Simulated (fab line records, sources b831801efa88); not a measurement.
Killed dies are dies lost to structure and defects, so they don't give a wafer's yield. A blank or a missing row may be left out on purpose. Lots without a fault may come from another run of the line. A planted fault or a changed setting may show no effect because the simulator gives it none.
A struck lot beside a sound one | flow gf180mcu | 16 steps out of a route of 602
Sound: wafers L952.1, L952.3, L952.5. Struck: wafers L964.3, L964.4, L964.5. The cause comes at the end.
At each step with rows: each side's tool, then ch and its chambers, then its first start. Under that, the readings that differ: sound wafers | struck wafers | difference of the means | sigmas: that difference in standard deviations of wafers without a fault.
alike: readings whose means differ by less than 2 such deviations, and words and numbers that are the same on both sides. not compared: withheld readings, readings that some wafer has no value for, bounds like >300 that may hide the same value, and numbers for which the record gives no deviation and whose values overlap.
The two part at a step that has a row with sigmas, a row that says differs or no value, or rows on one side only. Numbers that don't overlap but have no deviation are shown without sigmas and don't part them. A reading that every wafer of one side lacks parts them only if that side has two wafers or more.

first, 6 steps without rows for these wafers: GF_M3_HMDS_08 (prime time 60 s); GF_M3_COAT_09 (resist thk 1000 nm); GF_M3_SOFTBAKE_10 (time 60 s); GF_M3_EXPOSE_11 (exposes mask Metal3, target cd 280 nm); GF_M3_PEB_12 (peb time 90 s); GF_M3_DEVELOP_13 (develop time 60 s).
GF_M3_CD_MEAS_14: target cd 280 nm.
  sound on cd_sem-01, day 22 12:18; struck on cd_sem-01, day 26 08:44
  alike: cd_nm
GF_M3_OVL_MEAS_15:
  sound on overlay-02, day 22 12:25; struck on overlay-01, day 26 08:50
  alike: M3_OVL
GF_M3_METAL_ETCH_16: etches the open film in Cl2/BCl3, stops on SiO2, target depth 750.8 nm, time 121.5 s.
  sound on rie_metal-04 ch 0, day 22 12:27; struck on rie_metal-02 ch 0,1, day 26 08:55
  reading                     | sound                | struck               | difference | sigmas
  drypump_motor_current_A (A) | 6.6 6.6 6.6          | 5.9 5.6 5.6          | -0.9       | -2
  oes_product_au (a.u.)       | 1.003 1.002 1.011    | 0.979 0.988 0.983    | -0.022     | -2
  throttle_valve_pct (%)      | 28.213 28.206 28.211 | 28.243 28.236 28.230 | +0.026     | +2
  alike: bcl3_flow_sccm
  not compared: rf_hours_counter_h
GF_M3_STRIP_17: strips in O2/N2.
  sound on plasma_asher-01 ch 0,1, day 22 12:35; struck on plasma_asher-01 ch 0,1, day 26 09:04
  reading                      | sound          | struck         | difference | sigmas
  strip_time_to_endpoint_s (s) | 7.42 7.42 7.37 | 7.57 7.59 7.56 | +0.17      | +3
  alike: drypump_motor_current_A, heater_power_w, n2_flow_sccm, o2_flow_sccm, oes_product_au
  not compared: rf_hours_counter_h
then, 2 steps without rows for these wafers: GF_M3_STRIP_18 (strips in post etch residue remover, time 1200 s); GF_M3_CLEAN_19 (cleans in DIW).
GF_V3_CVD_00: deposits SiO2, target thk 600 nm, time 100 s.
  sound on hdpcvd-01 ch 0,1,2, day 22 13:07; struck on hdpcvd-02 ch 1,2, day 26 09:34
  reading                             | sound             | struck            | difference | sigmas
  sih4_flow_sccm (sccm)               | 60.02 60.19 60.15 | 71.56 71.83 72.02 | +11.68     | +61
  model.SiO2_of_V3_CVD_00.thk_nm (nm) | 602.8 607.4 600   | 710.3 709.1 706.6 | +105.3     |
GF_V3_THK_MEAS_01:
  sound on film_metro-01, day 22 13:12; struck on film_metro-04, day 26 09:53
  reading            | sound       | struck      | difference | sigmas
  V3_CVD_00_THK (nm) | 603 607 600 | 710 709 707 | +105       | +13
  not compared: hold
GF_V3_CVD_02: deposits SiO2 from TEOS, target thk 850 nm, time 94.851 s.
  sound on pecvd-02 ch 0,1,2, day 22 13:16; struck on pecvd-04 ch 0,1, day 26 12:53
  reading | sound | struck                                                                     | difference                   | sigmas
  hold    | - - - | await_dispo/3.0h/release await_dispo/3.0h/release await_dispo/3.0h/release | no value on the sound wafers |
  alike: heater_power_w
-- the record jumps here: 7 days lie between the struck wafers' starts before and after (it left off in module V3 and takes up again in module PASSIVATION, whose first step shown is number 602 of the route) --
GF_PASSIVATION_PROBE_99:
  the record has rows for the struck wafers here (prober-01, day 33 01:26) and none for the sound ones

WHERE THEY PART
First at GF_M3_METAL_ETCH_16; last, within this record, at GF_PASSIVATION_PROBE_99.

WHY: what the simulator had put in
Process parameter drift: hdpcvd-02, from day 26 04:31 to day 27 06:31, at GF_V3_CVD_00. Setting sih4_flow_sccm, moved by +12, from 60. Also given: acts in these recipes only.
